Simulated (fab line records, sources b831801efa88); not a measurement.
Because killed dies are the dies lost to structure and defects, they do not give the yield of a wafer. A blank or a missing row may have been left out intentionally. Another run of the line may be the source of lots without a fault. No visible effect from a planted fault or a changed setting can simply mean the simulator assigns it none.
A single fault, viewed from 2 desks || flow gf180mcu || each desk has only its own numbers; what lay behind them comes last

FROM THE METROLOGY DESK
Lot by lot, what the gauges showed, no matter which tool ran the lot: averages of those sampled wafers that carry a number. A lot is out of limits, marked OUT, if its mean lies more than 4 standard deviations from the usual mean; the brackets give that distance.
Columns: A = V4_W_RS at GF_V4_RS_MEAS_24, usual 0.327 ohm/sq; B = V4_W_THK at GF_V4_THK_MEAS_25, usual 338 nm; C = MIM_CVD_05_THK at GF_MIM_THK_MEAS_06, usual 42.2 nm; D = MIM_ALCU_RS at GF_MIM_RS_MEAS_10, usual 0.1608 ohm/sq; E = MIM_ALCU_THK at GF_MIM_THK_MEAS_11, usual 202 nm; F = cd nm at GF_M5_CD_MEAS_07, usual 279.4 nm; G = M5_OVL at GF_M5_OVL_MEAS_08, usual 0 nm
{"lot": "L110", "first seen here": "day 24 02:01", "A": 0.332, "B": 330, "C": 41.8, "D": 0.1642, "E": 197, "F": 279.0, "G": -2}
{"lot": "L119", "first seen here": "day 27 16:13", "A": 0.324, "B": 343, "C": 42.4, "D": 0.1598, "E": 204, "F": 278.7, "G": 1}
{"lot": "L120", "first seen here": "day 27 19:30", "A": 0.328, "B": 332, "C": 42.6, "D": 0.1596, "E": 205, "F": 279.0, "G": 2}
{"lot": "L129", "first seen here": "day 30 16:19", "A": 0.322, "B": 345, "C": 42.3, "D": 0.1625, "E": 201, "F": 280.2, "G": -2}
{"lot": "L131", "first seen here": "day 31 01:58", "A": 0.328, "B": 337, "C": 41.4, "D": 0.1645, "E": 198, "F": 277.9, "G": 0}
Finding of this desk: none of the 5 lots has anything out of limits.

DESK OF THE TOOL OWNER: pvd sputter-04
The tool's own readings at GF_MIM_SPUTTER_09 (material TiN, target thk 35 nm, time 29.2 s): means of the sampled wafers that have a number, for each lot that ran on this tool. A lot is out of limits, marked OUT, if its mean lies more than 4 standard deviations from the usual mean; the brackets give that distance.
Columns: A = throttle valve pct at GF_MIM_SPUTTER_09, usual 30.1 %
{"lot": "L110", "first seen here": "day 24 02:52", "A": 30.2}
{"lot": "L129", "first seen here": "day 30 17:10", "A": 30.3}
Finding of this desk: none of the 2 lots has anything out of limits.

TAKEN TOGETHER
From the metrology desk's view, nothing was out of limits.
The desk of the tool owner found nothing out of limits.

WHAT HAD BEEN PUT IN BY THE SIMULATOR
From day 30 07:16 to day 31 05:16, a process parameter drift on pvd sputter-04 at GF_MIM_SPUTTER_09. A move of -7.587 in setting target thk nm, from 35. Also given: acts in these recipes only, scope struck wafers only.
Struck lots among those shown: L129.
